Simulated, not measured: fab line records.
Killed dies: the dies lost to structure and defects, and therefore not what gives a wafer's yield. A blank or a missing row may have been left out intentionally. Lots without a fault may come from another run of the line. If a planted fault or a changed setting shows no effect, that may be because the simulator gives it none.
What tool caused it?    flow gf180mcu    Sampling: 13 lots, 39 wafers, 2 of 602 route steps

== WHAT THE GAUGES SHOWED, per wafer ==
GF_V5_RS_MEAS_24: a four-point-probe measurement.
lot   measured      on             V5_W_RS (ohm/sq)
L486  day 27 13:38  film metro-01  0.336 0.330 0.330
L487  day 27 22:10  film metro-04  0.328 0.336 0.330
L489  day 28 14:32  film metro-02  0.323 0.333 0.333
L491  day 29 00:12  film metro-02  0.321 0.320 0.323
L495  day 30 10:31  film metro-04  0.327 0.331 0.327
L496  day 30 17:26  film metro-04  0.328 0.332 0.328
L497  day 30 22:18  film metro-02  0.322 0.333 0.322
L500  day 31 19:31  film metro-04  0.335 0.335 0.330
L501  day 31 23:01  film metro-04  0.333 0.333 0.334
L503  day 32 11:24  film metro-01  0.328 0.335 0.323
L505  day 32 19:05  film metro-02  0.333 0.327 0.323
L507  day 33 10:07  film metro-01  0.327 0.333 0.330
L508  day 33 14:26  film metro-04  0.319 0.324 0.327

== TOOL THAT RAN EACH LOT (tool first, then ch and the chambers of the sampled wafers, then the start) ==
lot   GF_MIM_SPUTTER_00
L486  pvd sputter-04, day 24 19:45
L487  pvd sputter-04, day 25 05:35
L489  pvd sputter-01, day 25 22:20
L491  pvd sputter-03, day 26 09:03
L495  pvd sputter-03, day 27 22:43
L496  pvd sputter-03, day 28 05:21
L497  pvd sputter-03, day 28 11:33
L500  pvd sputter-01, day 29 09:51
L501  pvd sputter-04, day 29 13:54
L503  pvd sputter-01, day 30 03:03
L505  pvd sputter-01, day 30 14:14
L507  pvd sputter-04, day 31 05:32
L508  pvd sputter-01, day 31 11:33
- GF_MIM_SPUTTER_00: material Ti, target thk 37.5 nm, time 150 s.

== AS READ BY THE TOOLS THEMSELVES (means over the sampled wafers that have a number; for cases with no such wafer, the mark the record gives instead) ==
GF_MIM_SPUTTER_00.
lot   tool            throttle valve pct (%)
L486  pvd sputter-04  30.0
L487  pvd sputter-04  29.1
L489  pvd sputter-01  28.8
L491  pvd sputter-03  29.6
L495  pvd sputter-03  31.0
L496  pvd sputter-03  29.9
L497  pvd sputter-03  30.6
L500  pvd sputter-01  28.9
L501  pvd sputter-04  29.8
L503  pvd sputter-01  29.2
L505  pvd sputter-01  29.4
L507  pvd sputter-04  29.1
L508  pvd sputter-01  29.1

== THE ANSWER, worked out from the rows above alone ==
Rule: usual is defined by the lots themselves. Put in order of their means at a reading, lots are off if they are a third of the lots or fewer, leave a main group of 4 or more, and stand apart from it by a gap of 3 or more times the standard deviation of the main group's means; of several such gaps the widest counts. Not used: any main group whose means are identical at the precision the tables above print for the reading. Also off: a lot with no number at a reading for which 4 or more lots have one. All remaining lots with rows at the step are treated as sound. Order of review: gauges by route order, followed by the tools' own readings, for which a lot's mean as printed above is used. The first step at which some lot is off is used, and at that step the reading that is off furthest; a lot without a number counts as furthest.
Nothing can be told from this: no lot is off at any reading shown.

== WHAT THE SIMULATOR HAD PUT IN ==
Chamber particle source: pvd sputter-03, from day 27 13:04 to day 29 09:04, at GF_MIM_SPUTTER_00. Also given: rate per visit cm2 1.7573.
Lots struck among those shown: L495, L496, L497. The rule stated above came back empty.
